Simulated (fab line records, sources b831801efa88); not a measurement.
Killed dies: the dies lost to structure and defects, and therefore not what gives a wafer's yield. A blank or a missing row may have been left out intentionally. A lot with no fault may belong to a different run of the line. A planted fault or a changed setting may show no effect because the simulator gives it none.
What tool caused it? ; flow gf180mcu ; Sampling: 14 lots, 42 wafers, 5 of 602 route steps

WHAT THE GAUGES SHOWED, per wafer
GF_STI_THK_MEAS_02. Usual: for STI_OXIDATION_THK the level is 10.08 nm and the standard deviation is 0.18.
lot;measured;on;STI_OXIDATION_THK (nm);flag
L845;day 1 16:47;filmMetro-03;10.05 10.02 9.99;
L846;day 1 21:31;filmMetro-03;10.18 10.05 10.08;
L847;day 2 02:31;filmMetro-03;10.11 10.18 10.13;
L848;day 2 07:34;filmMetro-01;10.38 10.07 10.15;
L850;day 2 17:33;filmMetro-02;10.16 10.20 10.26;
L851;day 2 23:01;filmMetro-02;10.14 10.11 9.99;
L855;day 3 20:10;filmMetro-02;10.07 10.11 10.10;
L856;day 3 23:31;filmMetro-01;10.00 10.03 10.08;
L857;day 4 04:31;filmMetro-01;9.97 10.04 10.04;
L858;day 4 09:54;filmMetro-03;9.67 9.86 9.78;
L860;day 4 19:31;filmMetro-02;10.38 10.37 10.59;
L861;day 5 00:31;filmMetro-02;10.38 10.40 10.27;
L862;day 5 05:32;filmMetro-02;10.00 9.98 10.05;
L866;day 6 01:34;filmMetro-01;10.32 10.16 10.29;

GF_VT_IMPLANT_RS_MEAS_46: uses a four-point probe to measure. Usual: for MVSD_RS the level is 456.8 ohm/sq and the standard deviation is 0.98.
lot;measured;on;MVSD_RS (ohm/sq);flag
L845;day 7 19:19;filmMetro-04;456.5 456.0 456.4;
L846;day 8 02:11;filmMetro-04;458.0 457.0 458.8;
L847;day 8 07:07;filmMetro-04;455.9 455.2 455.1;
L848;day 8 13:50;filmMetro-02;455.6 456.7 455.6;
L850;day 9 05:19;filmMetro-03;456.8 455.5 455.5;
L851;day 9 13:25;filmMetro-02;457.0 457.1 455.5;
L855;day 10 16:34;filmMetro-04;456.6 455.1 456.6;
L856;day 10 22:33;filmMetro-02;457.9 456.6 457.9;
L857;day 11 03:57;filmMetro-02;456.3 456.2 456.8;
L858;day 11 09:11;filmMetro-02;457.3 456.9 456.1;
L860;day 12 00:02;filmMetro-04;458.4 457.4 456.6;
L861;day 12 05:38;filmMetro-03;459.5 458.3 457.7;
L862;day 12 12:51;filmMetro-02;458.1 456.8 457.7;
L866;day 13 19:26;filmMetro-03;457.2 456.3 456.7;

GF_VT_IMPLANT_RS_MEAS_47: uses a four-point probe to measure. Usual: for NWELL_RS the level is 487.7 ohm/sq and the standard deviation is 1.1.
lot;measured;on;NWELL_RS (ohm/sq);flag
L845;day 7 19:26;filmMetro-04;487.0 488.9 486.5;
L846;day 8 02:19;filmMetro-04;487.3 486.7 487.5;
L847;day 8 07:14;filmMetro-04;485.9 486.3 486.9;
L848;day 8 13:58;filmMetro-02;488.6 488.9 488.6;
L850;day 9 05:26;filmMetro-03;488.0 488.5 486.9;
L851;day 9 13:32;filmMetro-02;487.1 487.6 487.7;
L855;day 10 16:41;filmMetro-04;497.4 497.0 496.7;OFF
L856;day 10 22:40;filmMetro-02;487.3 487.1 487.0;
L857;day 11 04:04;filmMetro-02;498.1 497.9 498.8;OFF
L858;day 11 09:18;filmMetro-02;487.1 486.1 486.2;
L860;day 12 00:10;filmMetro-04;488.7 490.2 489.5;
L861;day 12 05:45;filmMetro-03;488.1 490.0 489.7;
L862;day 12 12:58;filmMetro-02;488.1 487.3 488.9;
L866;day 13 19:34;filmMetro-03;488.6 487.6 489.0;

GF_POLY_GATE_CD_MEAS_10: target cd 280 nm. Usual: cdNm 279.6 nm, standard deviation 1.2.
lot;measured;on;cdNm (nm);flag
L845;day 9 10:13;cdSem-02;278.6 279.3 280.6;
L846;day 9 18:10;cdSem-02;279.1 278.7 278.5;
L847;day 9 23:23;cdSem-01;279.6 278.7 279.2;
L848;day 10 06:25;cdSem-02;277.2 276.4 277.6;
L850;day 10 23:22;cdSem-02;280.1 280.4 280.7;
L851;day 11 07:07;cdSem-01;279.7 280.2 280.0;
L855;day 12 13:17;cdSem-01;280.2 280.9 280.9;
L856;day 12 17:07;cdSem-01;279.9 279.4 279.9;
L857;day 13 00:19;cdSem-01;278.9 280.0 279.4;
L858;day 13 06:44;cdSem-01;279.5 280.9 280.5;
L860;day 13 21:20;cdSem-01;279.3 278.4 278.5;
L861;day 14 02:45;cdSem-01;278.9 278.0 277.8;
L862;day 14 10:28;cdSem-01;280.2 280.6 281.1;
L866;day 15 21:18;cdSem-01;281.6 280.9 281.1;

WHAT TOOL EACH LOT RAN ON (gives the tool, then ch and the chambers of the sampled wafers, and finally the start)
lot;GF_NWELL_IMPLANT_08
L845;implanter-02 ch 0, day 3 13:42
L846;implanter-04 ch 0, day 3 17:40
L847;implanter-01 ch 0, day 3 23:10
L848;implanter-04 ch 0, day 4 05:02
L850;implanter-04 ch 0, day 4 16:07
L851;implanter-02 ch 0, day 4 22:02
L855;implanter-04 ch 0, day 5 21:27
L856;implanter-02 ch 0, day 6 02:33
L857;implanter-04 ch 0, day 6 07:01
L858;implanter-02 ch 0, day 6 11:32
L860;implanter-02 ch 0, day 6 22:13
L861;implanter-01 ch 0, day 7 03:14
L862;implanter-01 ch 0, day 7 08:52
L866;implanter-02 ch 0, day 8 09:22
- GF_NWELL_IMPLANT_08

AS READ BY THE TOOLS THEMSELVES (means over the sampled wafers that have a number; for cases with no such wafer, the mark the record gives instead)
GF_NWELL_IMPLANT_08. Usual: beamEnergyKeV 449.99, standard deviation 0.12; endStationPressureTorr 5.05e-06 Torr, standard deviation 2.9e-07; tiltDeg -0.001 degrees, standard deviation 0.018.
lot;tool;beamEnergyKeV;endStationPressureTorr (Torr);tiltDeg (degrees);flag
L845;implanter-02;449.94;5.01e-06;0.011;
L846;implanter-04;449.92;5.01e-06;-0.008;
L847;implanter-01;450.03;5.16e-06;-0.006;
L848;implanter-04;450.14;4.57e-06;-0.018;
L850;implanter-04;450.02;5.05e-06;-0.017;
L851;implanter-02;449.92;5.13e-06;-0.007;
L855;implanter-04;401.61;5.24e-06;0.000;OFF
L856;implanter-02;449.90;5.32e-06;0.005;
L857;implanter-04;401.44;4.92e-06;-0.013;OFF
L858;implanter-02;450.06;5.15e-06;0.017;
L860;implanter-02;450.06;4.81e-06;0.003;
L861;implanter-01;450.05;4.71e-06;0.001;
L862;implanter-01;450.07;5.33e-06;0.028;
L866;implanter-02;449.95;4.97e-06;0.019;

THE ANSWER, worked out from the rows above alone
Rule: a lot counts as off when the mean over its wafers that have a number is more than 3 standard deviations away from the usual mean. Also off: a lot with no number at a reading for which 4 or more lots have one. All remaining lots with rows at the step are treated as sound. After the gauges, taken in route order, come the tools' own readings; for these a lot's mean is taken, as printed above. The first step at which some lot is off is used, and at that step the reading that is off furthest; a lot without a number counts as furthest.
Off: L855, L857, seen at GF_VT_IMPLANT_RS_MEAS_47 (NWELL_RS).
If a tool, at a process step before that reading, ran all the lots that are off and no sound lot after the first of them, it fits. The gauges at GF_VT_IMPLANT_RS_MEAS_47 aren't tried: what is off there is off at GF_NWELL_IMPLANT_08 too, on other tools, and a gauge's error can't cause that. One candidate fits, namely implanter-04 at GF_NWELL_IMPLANT_08. A fault onset in the window from L850 (day 4 16:07, its last sound lot) to L855 (day 5 21:27, its first lot off) fits.
On the lots that are off, the tool's own readings at GF_NWELL_IMPLANT_08 differ by more than 5 times the standard deviation of the sound lots' means, which bears it out; beamEnergyKeV reads 401.52 there versus 450.00 on the sound lots.

WHAT THE SIMULATOR PUT IN
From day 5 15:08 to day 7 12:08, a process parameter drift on implanter-04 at GF_NWELL_IMPLANT_08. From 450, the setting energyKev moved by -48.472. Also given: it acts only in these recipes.
Struck lots among those shown: L855, L857. This agrees with what the rule above found.
